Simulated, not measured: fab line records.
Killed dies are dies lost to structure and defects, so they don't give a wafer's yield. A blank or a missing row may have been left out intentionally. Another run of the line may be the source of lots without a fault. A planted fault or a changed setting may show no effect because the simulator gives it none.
fab line records	flow sky130
record lots=13	wafers=37	last_day=50
route steps=708 shown SD_N@358 LI_CONTACT@362 PAD_OPEN@708
lots that met no fault: from a run of the same line without faults
start_h: hours from the record's first day to the start of the lot's first wafer shown	wait_h: hours elapsed since this lot's preceding step	" as in the row above	L1.1+2: several wafers, shown together as one row	- no value, or no start was given	* or withheld: withheld	< > ~ a bound
route shown NAME@n: names a module that has steps shown in the file, with the first one's number in the route	usual: mean/standard deviation taken from wafers without a fault	same: alike in all rows	chamber/n: place in a boat	sites: each site's reading	_std_site: the values' standard deviation	_edge_site: inner sites' mean taken away from outer sites' mean	radius_mm: for every site, how far away it sits from the centre of the wafer	mask NAME#n: copy n	behind: the last tool/chamber to shape the wafer	hold: what put the lot on hold/how long, in hours/how the hold closed	device: transistor that didn't switch, given as n, p or np	end of line: the route-end tests of the same wafers	a step given without rows: its recipe and nothing more	killed: dies lost to structure and defects at the first sort, not the wafer's yield	map: the dies of a wafer, with x for killed, . for not killed, _ for no die there
set.NAME: setting as actually run; set.NAME@STEP: the setting as run at that earlier step	model.NAME: the simulator's own value behind a step, which no gauge read
route steps across a sampled set of lots; one table per step, one row per wafer
services: when a tool's chamber went out of use (start_h, in hours from the record's first day, below 0 if earlier), for how many hours, and the reason
## steps
# step SKY_SD_N_RS_MEAS_16
# recipe thk_meas_gauge=four-point-probe
# usual SD_N_RS=68.55/0.12
lot.wafer	tool	chamber	start_h	wait_h	SD_N_RS[ohm/sq]
L272.3	film_metro-02	-	659.84	0.1	68.57
L272.4	"	-	"	"	68.44
L272.5	"	-	"	"	68.32
L270.2	film_metro-02	-	661.20	0.1	68.65
L270.3	"	-	"	"	68.59
L270.6	"	-	"	"	68.58
L275.1	film_metro-02	-	687.38	0.1	68.59
L275.2	"	-	"	"	68.39
L275.3	"	-	"	"	68.49
L274.1	film_metro-04	-	688.34	0.1	68.61
L274.4	"	-	"	"	68.53
L274.6	"	-	"	"	68.56
L277.1	film_metro-02	-	721.12	0.1	68.35
L277.3	"	-	"	"	68.52
L277.5	"	-	"	"	68.25
L279.1	film_metro-04	-	738.58	0.1	68.79
L279.5	"	-	"	"	68.72
L279.6	"	-	"	"	68.66
L278.3	film_metro-02	-	742.28	0.1	68.62
L278.4	"	-	"	"	68.36
L278.5	"	-	"	"	68.39
L281.1	film_metro-04	-	745.09	0.1	68.58
L281.3	"	-	"	"	68.57
L281.5	"	-	"	"	68.50
L280.1	film_metro-04	-	748.07	0.1	68.48
L280.6	"	-	"	"	68.60
L282.1	film_metro-04	-	748.72	0.1	68.73
L282.6	"	-	"	"	68.58
L291.2	film_metro-04	-	816.19	0.1	68.53
L291.3	"	-	"	"	68.71
L291.6	"	-	"	"	68.66
L293.1	film_metro-04	-	822.77	0.1	68.52
L293.4	"	-	"	"	68.47
L293.6	"	-	"	"	68.54
L292.3	film_metro-04	-	824.51	0.1	68.51
L292.4	"	-	"	"	68.71
L292.5	"	-	"	"	68.69
# step SKY_LI_CONTACT_HDPCVD_00
# recipe material=PSG	target_thk_nm=930	sigma_open_frac=0.3	time_s=155	temp_c=600	sih4_flow_sccm=60	pressure_mtorr=6
lot.wafer	tool	chamber	start_h	wait_h
L272.3+4+5	hdpcvd-02	0,2,1	660.18	0.0
L270.2+3+6	hdpcvd-02	1,2,1	661.56	0.0
L275.1+2+3	hdpcvd-01	0,1,2	687.76	0.0
L274.1+4+6	hdpcvd-01	0,2,1	688.72	0.0
L277.1+3+5	hdpcvd-02	1,0,1	721.49	0.0
L279.1+5+6	hdpcvd-02	0,0,2	738.95	0.0
L278.3+4+5	hdpcvd-02	1,2,0	742.61	0.0
L281.1+3+5	hdpcvd-01	1,2,1	745.47	0.0
L280.1+6	hdpcvd-02	2,1	748.44	0.0
L282.1+6	hdpcvd-02	0,1	749.10	0.0
L291.2+3+6	hdpcvd-02	0,1,1	816.54	0.0
L293.1+4+6	hdpcvd-01	1	823.14	0.0
L292.3+4+5	hdpcvd-02	0,2,1	824.84	0.0
# step SKY_LI_CONTACT_THK_MEAS_01
# recipe reads=PSG_of_LI_CONTACT_HDPCVD_00
# usual LI_CONTACT_HDPCVD_THK=925/10
lot.wafer	tool	chamber	start_h	wait_h	LI_CONTACT_HDPCVD_THK[nm]
L272.3	film_metro-02	-	660.30	0.1	912
L272.4	"	-	"	"	920
L272.5	"	-	"	"	929
L270.2	film_metro-01	-	661.67	0.1	926
L270.3	"	-	"	"	928
L270.6	"	-	"	"	920
L275.1	film_metro-02	-	687.86	0.1	931
L275.2	"	-	"	"	933
L275.3	"	-	"	"	937
L274.1	film_metro-01	-	688.82	0.1	926
L274.4	"	-	"	"	935
L274.6	"	-	"	"	949
L277.1	film_metro-04	-	721.60	0.1	919
L277.3	"	-	"	"	912
L277.5	"	-	"	"	925
L279.1	film_metro-02	-	739.06	0.1	914
L279.5	"	-	"	"	918
L279.6	"	-	"	"	935
L278.3	film_metro-04	-	742.74	0.1	1596
L278.4	"	-	"	"	931
L278.5	"	-	"	"	903
L281.1	film_metro-01	-	745.57	0.1	923
L281.3	"	-	"	"	916
L281.5	"	-	"	"	921
L280.1	film_metro-02	-	748.55	0.1	931
L280.6	"	-	"	"	1580
L282.1	film_metro-04	-	749.20	0.1	923
L282.6	"	-	"	"	1591
L291.2	film_metro-04	-	816.66	0.1	934
L291.3	"	-	"	"	914
L291.6	"	-	"	"	908
L293.1	film_metro-02	-	823.30	0.1	952
L293.4	"	-	"	"	940
L293.6	"	-	"	"	939
L292.3	film_metro-04	-	824.97	0.1	935
L292.4	"	-	"	"	929
L292.5	"	-	"	"	923
# step SKY_LI_CONTACT_CMP_02
# recipe material=PSG	down_force_psi=4	platen_rpm=60	pad_velocity_m_s=0.94248
# usual motor_current_A=11.8/1.3	platen_rpm=60.00/0.038	time_to_endpoint_s=31/4
lot.wafer	tool	chamber	start_h	wait_h	motor_current_A	platen_rpm	time_to_endpoint_s
L272.4	cmp-02	1	660.39	0.1	9.9	60.06	32
L272.3	"	2	"	"	12.4	60.00	30
L272.5	"	1	"	"	9.8	60.02	32
L270.2	cmp-01	3	661.82	0.1	13.9	59.96	30
L270.3	"	0	"	"	10.3	59.97	24
L270.6	"	2	"	"	12.9	60.00	31
L275.3	cmp-02	3	687.97	0.1	11.5	60.01	37
L275.2	"	0	"	"	11.2	59.97	39
L275.1	"	1	"	"	9.8	59.92	30
L274.1	cmp-01	1	689.07	0.2	11.5	60.02	29
L274.4	"	3	"	"	14.4	60.00	24
L274.6	"	0	"	"	10.4	60.05	25
L277.3	cmp-01	2	721.66	0.0	12.3	59.97	30
L277.1	"	0	"	"	10.6	60.04	25
L277.5	"	3	"	"	14.2	60.03	29
L279.1	cmp-01	0	739.27	0.2	10.5	60.03	24
L279.5	"	1	"	"	11.8	59.93	30
L279.6	"	2	"	"	12.6	60.01	32
L278.4	cmp-01	3	742.83	0.1	13.7	60.00	27
L278.3	"	0	"	"	10.7	59.98	85
L278.5	"	2	"	"	11.8	60.08	29
L281.1	cmp-01	0	745.98	0.4	10.3	59.92	24
L281.3	"	1	"	"	11.9	60.05	28
L281.5	"	3	"	"	14.2	60.01	23
L280.1	cmp-02	0	748.86	0.3	11.8	60.05	35
L280.6	"	2	"	"	12.7	60.01	92
L282.1	cmp-02	1	749.96	0.8	9.8	60.03	30
L282.6	"	2	"	"	13.0	59.97	95
L291.3	cmp-02	1	816.81	0.1	9.4	60.00	26
L291.2	"	2	"	"	13.4	59.99	30
L291.6	"	0	"	"	10.9	60.03	34
L293.1	cmp-01	0	823.36	0.1	10.7	60.01	29
L293.4	"	3	"	"	14.1	59.93	31
L293.6	"	0	"	"	11.2	59.95	27
L292.3	cmp-02	3	825.06	0.1	10.8	59.96	36
L292.4	"	0	"	"	10.9	59.99	40
L292.5	"	2	"	"	13.1	60.06	30
# step SKY_LI_CONTACT_BOW_MEAS_03
# recipe mode=bow
# usual LI_CONTACT_BOW=56/6.9
lot.wafer	tool	chamber	start_h	wait_h	LI_CONTACT_BOW[um]
L272.3	film_metro-02	-	660.68	0.2	68
L272.4	"	-	"	"	65
L272.5	"	-	"	"	68
L270.2	film_metro-02	-	662.04	0.2	62
L270.3	"	-	"	"	66
L270.6	"	-	"	"	66
L275.1	film_metro-02	-	688.22	0.1	52
L275.2	"	-	"	"	66
L275.3	"	-	"	"	61
L274.1	film_metro-02	-	689.32	0.2	55
L274.4	"	-	"	"	59
L274.6	"	-	"	"	63
L277.1	film_metro-02	-	721.96	0.1	60
L277.3	"	-	"	"	46
L277.5	"	-	"	"	47
L279.1	film_metro-02	-	739.42	0.1	61
L279.5	"	-	"	"	55
L279.6	"	-	"	"	54
L278.3	film_metro-02	-	743.12	0.2	51
L278.4	"	-	"	"	57
L278.5	"	-	"	"	52
L281.1	film_metro-04	-	746.18	0.1	50
L281.3	"	-	"	"	44
L281.5	"	-	"	"	38
L280.1	film_metro-01	-	749.06	0.1	41
L280.6	"	-	"	"	65
L282.1	film_metro-01	-	750.26	0.2	57
L282.6	"	-	"	"	48
L291.2	film_metro-04	-	817.03	0.1	56
L291.3	"	-	"	"	50
L291.6	"	-	"	"	59
L293.1	film_metro-04	-	823.66	0.2	62
L293.4	"	-	"	"	58
L293.6	"	-	"	"	54
L292.3	film_metro-04	-	825.35	0.2	56
L292.4	"	-	"	"	52
L292.5	"	-	"	"	54
# step SKY_LI_CONTACT_OVL_MEAS_13
# usual LI_CONTACT_OVL=1/4.5
lot.wafer	tool	chamber	start_h	wait_h	LI_CONTACT_OVL[nm]
L272.3	overlay-01	-	689.20	0.1	1
L272.4	"	-	"	"	5
L272.5	"	-	"	"	2
L270.2	overlay-02	-	690.80	0.1	-6
L270.3	"	-	"	"	-11
L270.6	"	-	"	"	0
L275.1	overlay-02	-	716.46	0.1	-4
L275.2	"	-	"	"	-1
L275.3	"	-	"	"	2
L274.1	overlay-01	-	717.90	0.1	4
L274.4	"	-	"	"	5
L274.6	"	-	"	"	6
L277.1	overlay-01	-	749.55	0.1	7
L277.3	"	-	"	"	8
L277.5	"	-	"	"	7
L279.1	overlay-02	-	767.44	0.1	2
L279.5	"	-	"	"	0
L279.6	"	-	"	"	-1
L278.3	overlay-01	-	771.20	0.1	0
L278.4	"	-	"	"	5
L278.5	"	-	"	"	0
L281.1	overlay-02	-	773.34	0.1	-6
L281.3	"	-	"	"	-2
L281.5	"	-	"	"	8
L280.1	overlay-01	-	777.15	0.1	2
L280.6	"	-	"	"	0
L282.1	overlay-02	-	778.15	0.1	1
L282.6	"	-	"	"	-9
L291.2	overlay-02	-	843.88	0.1	7
L291.3	"	-	"	"	8
L291.6	"	-	"	"	8
L293.1	overlay-01	-	850.64	0.1	-3
L293.4	"	-	"	"	-4
L293.6	"	-	"	"	-1
L292.3	overlay-02	-	852.40	0.1	4
L292.4	"	-	"	"	3
L292.5	"	-	"	"	0
# step SKY_PAD_OPEN_PROBE_99
# usual killed_at_M0_to_M3=44/7.7	killed_at_M4_up=3.0/1.9	killed_at_contacts=25/5.6	killed_at_front_end=15/4.6	killed_at_other=0.3/0.47	killed_dies=86/9.9	killed_open=47/7.4	killed_short=39/5.9
# same gross_dies=492	killed_at_back_side=0
lot.wafer	tool	chamber	start_h	wait_h	killed_at_M0_to_M3	killed_at_M4_up	killed_at_contacts	killed_at_front_end	killed_at_other	killed_dies	killed_open	killed_short
L272.3	prober-01	-	1090.76	0.2	30	8	29	8	0	75	39	36
L272.4	prober-01	-	1090.81	0.2	43	9	20	14	0	86	46	40
L272.5	prober-01	-	1090.86	0.2	42	4	39	10	0	95	55	40
L270.2	prober-02	-	1091.90	0.1	49	4	31	7	0	91	51	40
L270.3	prober-02	-	1091.95	0.2	37	2	22	17	1	79	35	44
L270.6	prober-02	-	1092.10	0.2	54	1	26	13	1	95	58	37
L275.1	prober-01	-	1107.61	0.1	54	11	25	6	1	97	47	50
L275.2	prober-01	-	1107.66	0.1	42	3	21	17	0	83	47	36
L275.3	prober-01	-	1107.71	0.2	49	2	29	19	0	99	46	53
L274.1	prober-01	-	1110.24	0.1	57	2	30	16	0	105	62	43
L274.4	prober-01	-	1110.39	0.2	48	0	26	11	1	86	46	40
L274.6	prober-01	-	1110.49	0.2	55	5	24	16	1	101	59	42
L277.1	prober-02	-	1133.05	0.1	33	4	27	9	0	73	37	36
L277.3	prober-02	-	1133.15	0.2	37	2	23	13	0	75	37	38
L277.5	prober-02	-	1133.25	0.2	42	2	20	9	0	73	36	37
L279.1	prober-02	-	1143.96	0.1	56	6	18	21	0	101	65	36
L279.5	prober-02	-	1144.16	0.2	54	3	23	16	1	97	55	42
L279.6	prober-02	-	1144.21	0.2	53	0	17	12	0	82	38	44
L278.3	prober-01	-	1144.88	0.2	48	2	21	16	0	87	53	34
L278.4	prober-01	-	1144.93	0.2	36	2	22	21	0	81	52	29
L278.5	prober-01	-	1144.98	0.2	45	3	22	14	1	85	51	34
L281.1	prober-02	-	1146.56	0.1	38	2	38	15	0	93	48	45
L281.3	prober-02	-	1146.66	0.2	39	0	21	18	0	78	46	32
L281.5	prober-02	-	1146.76	0.2	58	0	19	9	0	86	56	30
L280.1	prober-01	-	1151.86	0.1	35	4	24	10	0	73	45	28
L280.6	prober-01	-	1152.11	0.2	40	3	15	14	0	72	35	37
L282.1	prober-01	-	1153.56	0.1	46	1	29	21	1	98	57	41
L282.6	prober-01	-	1153.81	0.2	34	3	27	22	0	86	50	36
L291.2	prober-01	-	1195.17	0.1	37	2	26	7	1	73	42	31
L291.3	prober-01	-	1195.22	0.2	51	1	22	17	0	91	50	41
L291.6	prober-01	-	1195.37	0.2	37	6	26	13	0	82	49	33
L293.1	prober-01	-	1197.57	0.1	47	4	23	18	0	92	47	45
L293.4	prober-01	-	1197.72	0.2	43	3	20	19	0	85	42	43
L293.6	prober-01	-	1197.82	0.2	38	8	29	13	0	88	42	46
L292.3	prober-02	-	1199.17	0.2	48	0	13	16	0	77	38	39
L292.4	prober-02	-	1199.22	0.2	58	2	17	16	1	94	56	38
L292.5	prober-02	-	1199.27	0.2	38	1	17	18	0	74	39	35
# killed by level:class
L272.3 CONTACT:geometric_particle:open=11 VIA1:geometric_particle:open=8 LI_CONTACT:geometric_particle:open=7 LOCAL_INTERCONNECT:geometric_particle:short=6 METAL2:geometric_particle:short=6 METAL4:geometric_particle:short=5 VIA2:geometric_particle:open=4 CONTACT:geometric_particle:short=4
L272.4 VIA1:geometric_particle:open=12 CONTACT:geometric_particle:open=11 METAL2:geometric_particle:short=7 METAL4:geometric_particle:short=7 VIA2:geometric_particle:open=6 LOCAL_INTERCONNECT:geometric_particle:short=5 METAL1:geometric_particle:short=4 VIA3:geometric_particle:short=4
L272.5 VIA1:geometric_particle:open=16 LI_CONTACT:geometric_particle:open=13 CONTACT:geometric_particle:open=11 CONTACT:geometric_particle:short=7 VIA3:geometric_particle:open=7 LI_CONTACT:geometric_particle:short=5 METAL1:geometric_particle:short=5 POLY_GATE:geometric_particle:short=4
L270.2 CONTACT:geometric_particle:open=10 VIA3:geometric_particle:open=9 LI_CONTACT:geometric_particle:open=8 VIA2:geometric_particle:open=8 METAL1:geometric_particle:short=7 LOCAL_INTERCONNECT:geometric_particle:short=7 VIA1:geometric_particle:open=6 METAL2:geometric_particle:short=4
L270.3 VIA1:geometric_particle:open=8 VIA3:geometric_particle:open=8 FIELD_ISO:geometric_particle:short=6 LI_CONTACT:geometric_particle:open=6 LOCAL_INTERCONNECT:geometric_particle:short=6 VIA1:geometric_particle:short=6 METAL1:geometric_particle:short=5 FIELD_ISO:geometric_particle:open=4
L270.6 VIA1:geometric_particle:open=13 CONTACT:geometric_particle:open=11 VIA3:geometric_particle:open=8 LI_CONTACT:geometric_particle:open=7 VIA1:geometric_particle:short=7 VIA2:geometric_particle:open=6 METAL1:geometric_particle:short=5 CONTACT:geometric_particle:short=4
L275.1 VIA2:geometric_particle:open=13 METAL4:geometric_particle:short=11 VIA3:geometric_particle:open=9 LI_CONTACT:geometric_particle:open=7 CONTACT:geometric_particle:short=6 VIA1:geometric_particle:open=6 METAL2:geometric_particle:short=6 CONTACT:geometric_particle:open=5
L275.2 CONTACT:geometric_particle:open=9 VIA3:geometric_particle:short=8 FIELD_ISO:geometric_particle:open=7 LI_CONTACT:geometric_particle:open=7 VIA3:geometric_particle:open=6 METAL2:geometric_particle:short=5 METAL1:geometric_particle:short=5 VIA1:geometric_particle:open=5
L275.3 LOCAL_INTERCONNECT:geometric_particle:short=9 METAL2:geometric_particle:short=9 VIA3:geometric_particle:open=9 LI_CONTACT:geometric_particle:open=7 CONTACT:geometric_particle:open=7 VIA3:geometric_particle:short=7 VIA1:geometric_particle:open=6 FIELD_ISO:geometric_particle:short=5
L274.1 VIA1:geometric_particle:open=13 VIA2:geometric_particle:open=11 LI_CONTACT:geometric_particle:open=9 CONTACT:geometric_particle:open=8 LOCAL_INTERCONNECT:geometric_particle:short=6 METAL2:geometric_particle:short=6 VIA3:geometric_particle:open=6 FIELD_ISO:geometric_particle:short=5
L274.4 VIA1:geometric_particle:open=14 CONTACT:geometric_particle:open=11 METAL2:geometric_particle:short=7 VIA3:geometric_particle:open=6 LOCAL_INTERCONNECT:geometric_particle:short=6 METAL1:geometric_particle:short=5 FIELD_ISO:geometric_particle:open=4 VIA1:geometric_particle:short=4
L274.6 VIA1:geometric_particle:open=14 CONTACT:geometric_particle:open=10 METAL1:geometric_particle:short=8 VIA2:geometric_particle:open=7 VIA3:geometric_particle:open=7 VIA1:geometric_particle:short=5 LI_CONTACT:geometric_particle:short=4 METAL2:geometric_particle:short=4
L277.1 CONTACT:geometric_particle:open=11 VIA1:geometric_particle:open=9 LOCAL_INTERCONNECT:geometric_particle:short=7 LI_CONTACT:geometric_particle:open=6 VIA2:geometric_particle:open=6 METAL2:geometric_particle:short=6 FIELD_ISO:geometric_particle:open=4 METAL4:geometric_particle:short=4
L277.3 CONTACT:geometric_particle:open=9 METAL1:geometric_particle:short=6 VIA1:geometric_particle:open=6 FIELD_ISO:geometric_particle:short=5 LI_CONTACT:geometric_particle:open=5 LI_CONTACT:geometric_particle:short=4 VIA1:geometric_particle:short=4 VIA3:geometric_particle:short=4
L277.5 VIA1:geometric_particle:short=9 LI_CONTACT:geometric_particle:open=7 METAL1:geometric_particle:short=7 CONTACT:geometric_particle:open=6 VIA1:geometric_particle:open=5 METAL2:geometric_particle:short=5 FIELD_ISO:geometric_particle:open=3 POLY_GATE:geometric_particle:open=3
L279.1 VIA1:geometric_particle:open=13 VIA2:geometric_particle:open=10 CONTACT:geometric_particle:open=9 METAL1:geometric_particle:short=7 VIA3:geometric_particle:open=7 POLY_GATE:geometric_particle:open=6 VIA1:geometric_particle:short=6 METAL2:geometric_particle:short=6
L279.5 VIA1:geometric_particle:open=15 CONTACT:geometric_particle:open=11 VIA2:geometric_particle:open=8 FIELD_ISO:geometric_particle:short=6 METAL1:geometric_particle:short=6 FIELD_ISO:geometric_particle:open=5 VIA1:geometric_particle:short=5 METAL2:geometric_particle:short=5
L279.6 METAL1:geometric_particle:short=9 VIA1:geometric_particle:open=8 CONTACT:geometric_particle:open=7 LI_CONTACT:geometric_particle:open=7 VIA3:geometric_particle:open=7 VIA3:geometric_particle:short=6 VIA2:geometric_particle:open=5 METAL3:geometric_particle:short=5
L278.3 CONTACT:geometric_particle:open=10 METAL2:geometric_particle:short=9 LI_CONTACT:geometric_particle:open=8 VIA1:geometric_particle:open=8 VIA3:geometric_particle:open=8 VIA2:geometric_particle:open=5 FIELD_ISO:geometric_particle:short=4 METAL1:geometric_particle:short=4
L278.4 VIA1:geometric_particle:open=12 LI_CONTACT:geometric_particle:open=8 CONTACT:geometric_particle:open=8 POLY_GATE:geometric_particle:short=6 FIELD_ISO:geometric_particle:open=5 POLY_GATE:geometric_particle:open=5 VIA2:geometric_particle:open=5 VIA3:geometric_particle:open=5
L278.5 VIA1:geometric_particle:open=14 VIA3:geometric_particle:open=9 CONTACT:geometric_particle:open=8 CONTACT:geometric_particle:short=5 METAL2:geometric_particle:short=5 FIELD_ISO:geometric_particle:short=4 METAL1:geometric_particle:short=4 LI_CONTACT:geometric_particle:open=4
L281.1 CONTACT:geometric_particle:open=12 LI_CONTACT:geometric_particle:open=11 CONTACT:geometric_particle:short=8 FIELD_ISO:geometric_particle:short=6 VIA3:geometric_particle:open=6 VIA3:geometric_particle:short=6 METAL3:geometric_particle:short=5 VIA1:geometric_particle:short=4
L281.3 CONTACT:geometric_particle:open=11 VIA1:geometric_particle:open=8 FIELD_ISO:geometric_particle:open=6 VIA3:geometric_particle:open=6 VIA2:geometric_particle:open=6 VIA1:geometric_particle:short=6 POLY_GATE:geometric_particle:open=5 METAL3:geometric_particle:short=4
L281.5 VIA1:geometric_particle:open=14 VIA3:geometric_particle:open=11 VIA2:geometric_particle:open=10 LI_CONTACT:geometric_particle:open=7 METAL2:geometric_particle:short=6 POLY_GATE:geometric_particle:open=5 CONTACT:geometric_particle:open=5 METAL1:geometric_particle:short=4
L280.1 VIA1:geometric_particle:open=11 LI_CONTACT:geometric_particle:open=8 CONTACT:geometric_particle:open=8 FIELD_ISO:geometric_particle:open=5 VIA3:geometric_particle:open=5 VIA2:geometric_particle:open=4 LI_CONTACT:geometric_particle:short=4 METAL1:geometric_particle:short=3
L280.6 METAL2:geometric_particle:short=10 POLY_GATE:geometric_particle:short=5 LOCAL_INTERCONNECT:geometric_particle:short=5 VIA1:geometric_particle:open=5 VIA2:geometric_particle:open=5 VIA3:geometric_particle:open=5 LI_CONTACT:geometric_particle:open=4 METAL1:geometric_particle:short=4
L282.1 VIA1:geometric_particle:open=14 CONTACT:geometric_particle:open=13 VIA3:geometric_particle:open=8 METAL1:geometric_particle:short=8 POLY_GATE:geometric_particle:short=6 LI_CONTACT:geometric_particle:open=6 FIELD_ISO:geometric_particle:open=4 POLY_GATE:geometric_particle:open=4
L282.6 CONTACT:geometric_particle:open=11 LI_CONTACT:geometric_particle:open=8 VIA1:geometric_particle:open=8 METAL2:geometric_particle:short=7 FIELD_ISO:geometric_particle:short=6 POLY_GATE:geometric_particle:open=6 VIA3:geometric_particle:open=5 POLY_GATE:geometric_particle:short=4
L291.2 LI_CONTACT:geometric_particle:open=11 VIA1:geometric_particle:open=9 CONTACT:geometric_particle:open=6 CONTACT:geometric_particle:short=5 VIA1:geometric_particle:short=5 VIA2:geometric_particle:short=4 VIA2:geometric_particle:open=4 FIELD_ISO:geometric_particle:open=3
L291.3 LI_CONTACT:geometric_particle:open=9 VIA1:geometric_particle:open=9 VIA2:geometric_particle:open=7 FIELD_ISO:geometric_particle:short=6 CONTACT:geometric_particle:open=6 VIA3:geometric_particle:short=6 POLY_GATE:geometric_particle:open=5 METAL1:geometric_particle:short=5
L291.6 VIA1:geometric_particle:open=10 VIA2:geometric_particle:open=8 CONTACT:geometric_particle:short=7 CONTACT:geometric_particle:open=7 LI_CONTACT:geometric_particle:open=5 METAL4:geometric_particle:short=5 FIELD_ISO:geometric_particle:open=4 LI_CONTACT:geometric_particle:short=4
L293.1 VIA1:geometric_particle:open=9 METAL1:geometric_particle:short=9 CONTACT:geometric_particle:open=8 VIA2:geometric_particle:open=7 VIA3:geometric_particle:open=7 LOCAL_INTERCONNECT:geometric_particle:short=6 VIA1:geometric_particle:short=6 FIELD_ISO:geometric_particle:short=5
L293.4 VIA2:geometric_particle:open=8 VIA3:geometric_particle:open=8 CONTACT:geometric_particle:short=7 FIELD_ISO:geometric_particle:short=6 METAL1:geometric_particle:short=5 CONTACT:geometric_particle:open=5 VIA1:geometric_particle:short=5 VIA1:geometric_particle:open=5
L293.6 CONTACT:geometric_particle:open=10 VIA1:geometric_particle:open=8 LI_CONTACT:geometric_particle:open=7 METAL1:geometric_particle:short=7 CONTACT:geometric_particle:short=5 LI_CONTACT:geometric_particle:short=4 VIA1:geometric_particle:short=4 METAL2:geometric_particle:short=4
L292.3 VIA1:geometric_particle:open=13 METAL1:geometric_particle:short=6 METAL2:geometric_particle:short=6 FIELD_ISO:geometric_particle:short=5 CONTACT:geometric_particle:open=5 VIA2:geometric_particle:open=4 METAL3:geometric_particle:short=4 VIA2:geometric_particle:short=3
L292.4 VIA1:geometric_particle:open=15 VIA1:geometric_particle:short=10 CONTACT:geometric_particle:open=9 VIA2:geometric_particle:open=8 FIELD_ISO:geometric_particle:open=6 METAL2:geometric_particle:open=6 POLY_GATE:geometric_particle:open=5 METAL2:geometric_particle:short=5
L292.5 VIA1:geometric_particle:open=10 METAL2:geometric_particle:short=6 VIA2:geometric_particle:open=5 FIELD_ISO:geometric_particle:short=4 FIELD_ISO:geometric_particle:open=4 VIA1:geometric_particle:short=4 LI_CONTACT:geometric_particle:open=4 CONTACT:geometric_particle:open=4
## services
tool	chamber	start_h	hours	kind
cmp-01	-	643.97	1.7	repair
hdpcvd-01	-	650.75	15.0	pm
hdpcvd-01	0	650.75	15.0	vent_cycle
hdpcvd-01	1	650.75	15.0	vent_cycle
hdpcvd-01	2	650.75	15.0	vent_cycle
hdpcvd-01	0	665.75	-	clean
hdpcvd-01	1	665.75	-	clean
hdpcvd-01	2	665.75	-	clean
cmp-01	-	672.53	1.7	repair
cmp-02	-	705.36	5.2	pm
cmp-02	-	722.75	2.5	repair
cmp-01	-	737.26	0.6	repair
hdpcvd-01	-	744.09	1.2	repair
cmp-02	-	744.16	4.0	pm
cmp-01	-	745.02	0.6	repair
cmp-01	-	747.70	4.2	repair
cmp-02	-	748.16	-	consumable_replace:conditioner
cmp-02	-	748.16	-	consumable_replace:pad
cmp-01	-	752.50	4.6	pm
cmp-01	-	802.02	4.3	repair
cmp-02	-	819.59	3.8	repair
hdpcvd-01	2	821.22	9.7	repair
## key
first_sign step=SKY_LI_CONTACT_THK_MEAS_01	reading=LI_CONTACT_HDPCVD_THK	direction=up	sigmas=66	usual=925	struck=1589
effect step=SKY_LI_CONTACT_CMP_02	reading=time_to_endpoint_s	direction=up	sigmas=15	usual=*	struck=*
met_at SKY_LI_CONTACT_HDPCVD_00
struck_lots L278,L280,L282
struck_wafers L278.3,L280.6,L282.6
tester_left_out L278,L280,L282
not_acting_at SKY_SD_N_RS_MEAS_16,SKY_LI_CONTACT_BOW_MEAS_03,SKY_LI_CONTACT_OVL_MEAS_13
onset_between 738.95 742.61
fault kind=process_parameter_drift	tool=hdpcvd-02	chamber=-	onset_h=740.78	steps=SKY_LI_CONTACT_HDPCVD_00	channel=target_thk_nm	offset=680.51	shape=step	end_h=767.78	scope=struck_wafers_only	acts_in=these_recipes_only	stated=930
# tester_left_out: of these lots the tester's yield and bins aren't shown, on N5 and GAA mostly nor the transistor test; their killed dies are dies lost to structure and defects alone, not to doping, threshold or leakage, so they don't give the yield
